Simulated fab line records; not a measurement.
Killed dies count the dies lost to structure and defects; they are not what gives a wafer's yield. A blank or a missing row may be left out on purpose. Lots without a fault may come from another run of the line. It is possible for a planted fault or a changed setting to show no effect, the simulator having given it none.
A single fault, viewed from 2 desks -- flow gf180mcu -- every desk sees just its own numbers, and what lay behind them comes last

== TOOL OWNER'S DESK, rie si-01 ==
The tool's own readings at GF_STI_ETCH_14 (etches Si in HBr/Cl2/O2, target depth 360 nm, time 102.9 s): means of the sampled wafers that have a number, for each lot that ran on this tool. Marked OUT: a lot whose mean sits more than 4 standard deviations from the usual mean, which makes it out of limits; the brackets give that distance.
Columns: A = drypump motor current A at GF_STI_ETCH_14, usual 5.8 A; B = he backside leak sccm at GF_STI_ETCH_14, usual 2.77 sccm; C = mfc cl2 sccm at GF_STI_ETCH_14, usual 39.98 sccm; D = oes product au at GF_STI_ETCH_14, usual 1.000 a.u.; E = run length s at GF_STI_ETCH_14, usual 131.2 s; F = throttle valve pct at GF_STI_ETCH_14, usual 25.657 %
lot,first seen here,A,B,C,D,E,F
L227,day 2 03:35,5.9,3.34,39.90,1.001,131.5,25.655
L240,day 4 20:32,5.9,3.00,39.97,0.996,128.3 (-7.3) OUT,25.661
L242,day 5 08:34,6.1,2.90,39.97,1.003,125.4 (-14) OUT,25.655
L244,day 5 16:20,5.9,2.73,40.05,1.000,128.2 (-7.4) OUT,25.659
This desk's verdict: out of limits on L240, L242, L244, starting with L240 at day 4 20:32 (run length s at GF_STI_ETCH_14). L227: within limits.

== METROLOGY DESK ==
Lot by lot, what the gauges showed, no matter which tool ran the lot: averages of those sampled wafers that carry a number. Marked OUT: a lot whose mean sits more than 4 standard deviations from the usual mean, which makes it out of limits; the brackets give that distance.
Columns: A = STI_OXIDATION_THK at GF_STI_THK_MEAS_02, usual 10.02 nm; B = STI_CVD_03_THK at GF_STI_THK_MEAS_04, usual 207.6 nm; C = cd nm at GF_STI_CD_MEAS_12, usual 219.6 nm
lot,first seen here,A,B,C
L227,day 1 12:53,10.26,209.3,219.0
L235,day 3 03:46,10.20,208.8,219.3
L240,day 4 04:31,9.82,205.5,219.6
L241,day 4 09:31,9.80,207.1,220.6
L242,day 4 15:15,10.53,211.8,219.3
L244,day 5 00:31,10.11,208.0,220.3
L250,day 6 06:31,10.19,207.0,218.1
This desk's verdict: no lot among the 7 shows anything out of limits.

== TAKEN TOGETHER ==
An alarm could have come from the tool owner's desk at day 4 20:32, on L240, L242, L244.
Metrology desk: nothing out of limits seen.
The metrology desk has L240, L242, L244 on record, within its limits.
The lots listed all ran GF_STI_ETCH_14 on rie si-01.

== WHAT HAD BEEN PUT IN BY THE SIMULATOR ==
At GF_STI_ETCH_14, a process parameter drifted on rie si-01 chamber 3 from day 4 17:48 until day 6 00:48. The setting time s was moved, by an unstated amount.
Struck lots among those shown: L240, L242, L244.
Delay in hours, fault start to first out-of-limits reading, by desk: the tool owner's desk at 3.
